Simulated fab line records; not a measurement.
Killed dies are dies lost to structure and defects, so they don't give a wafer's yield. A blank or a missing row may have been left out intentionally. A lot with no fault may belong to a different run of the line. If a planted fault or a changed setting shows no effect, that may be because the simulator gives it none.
2 desks looking at one fault ; flow sky130 ; what lay behind the numbers comes last; until then each desk has only its own

AT THE TOOL OWNER'S DESK: implanter-01
SKY_VT_ADJUST_NCORE_IMPLANT_09, tool's own readings: per-lot mean of the sampled wafers with a number, covering each lot this tool ran. A lot is out of limits, marked OUT, if its mean lies more than 4 standard deviations from the usual mean; the brackets give that distance.
Columns: A = dose_ions_cm2 at SKY_VT_ADJUST_NCORE_IMPLANT_09, usual 2.3992e+12
lot;first seen here;A
L694;day 9 00:17;2.4028e+12
L695;day 9 05:35;2.3988e+12
L696;day 9 14:44;2.3996e+12
L703;day 11 16:05;2.3135e+12 (-34) OUT
L706;day 12 12:52;2.3112e+12 (-35) OUT
Finding of this desk: L703, L706 out of limits; the first was L703 at day 11 16:05, on dose_ions_cm2 at SKY_VT_ADJUST_NCORE_IMPLANT_09. In limits: L694, L695, L696.

AT THE METROLOGY DESK
Lot by lot, what the gauges showed, no matter which tool ran the lot: averages of those sampled wafers that carry a number. A lot is out of limits, marked OUT, if its mean lies more than 4 standard deviations from the usual mean; the brackets give that distance.
Columns: A = VT_ADJUST_HVTP_TW at SKY_VT_ADJUST_HVTP_TW_MEAS_11, usual 1357; B = VT_ADJUST_PCH_OVL at SKY_VT_ADJUST_PCH_OVL_MEAS_07, usual 1.2 nm
lot;first seen here;A;B
L693;day 6 08:25;1356;-0.2
L694;day 6 11:13;1355;1.4
L695;day 6 14:50;1364;-0.6
L696;day 6 23:50;1358;1.6
L703;day 8 19:53;1360;2.0
L706;day 9 14:07;1362;-0.4
L707;day 9 20:13;1358;3.3
L708;day 10 00:17;1359;2.2
L709;day 10 08:13;1348;1.4
L711;day 10 21:40;1362;-0.6
L713;day 11 08:20;1361;1.2
L714;day 11 14:41;1360;0.4
L716;day 12 04:28;1354;2.1
Finding of this desk: none of the 13 lots has anything out of limits.

PUT TOGETHER
The tool owner's desk had the chance to raise an alarm at day 11 16:05 on L703, L706.
From the metrology desk's view, nothing was out of limits.
The metrology desk has L703, L706 on record, within its limits.
SKY_VT_ADJUST_NCORE_IMPLANT_09 was run on implanter-01 by each of the lots named.

WHAT THE SIMULATOR HAD INSERTED
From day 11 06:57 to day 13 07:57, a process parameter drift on implanter-01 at SKY_VT_ADJUST_NCORE_IMPLANT_09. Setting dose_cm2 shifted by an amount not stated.
Lots struck among those shown: L703, L706.
Each desk's first reading out of limits, in hours after the fault started: the tool owner's desk, 9.
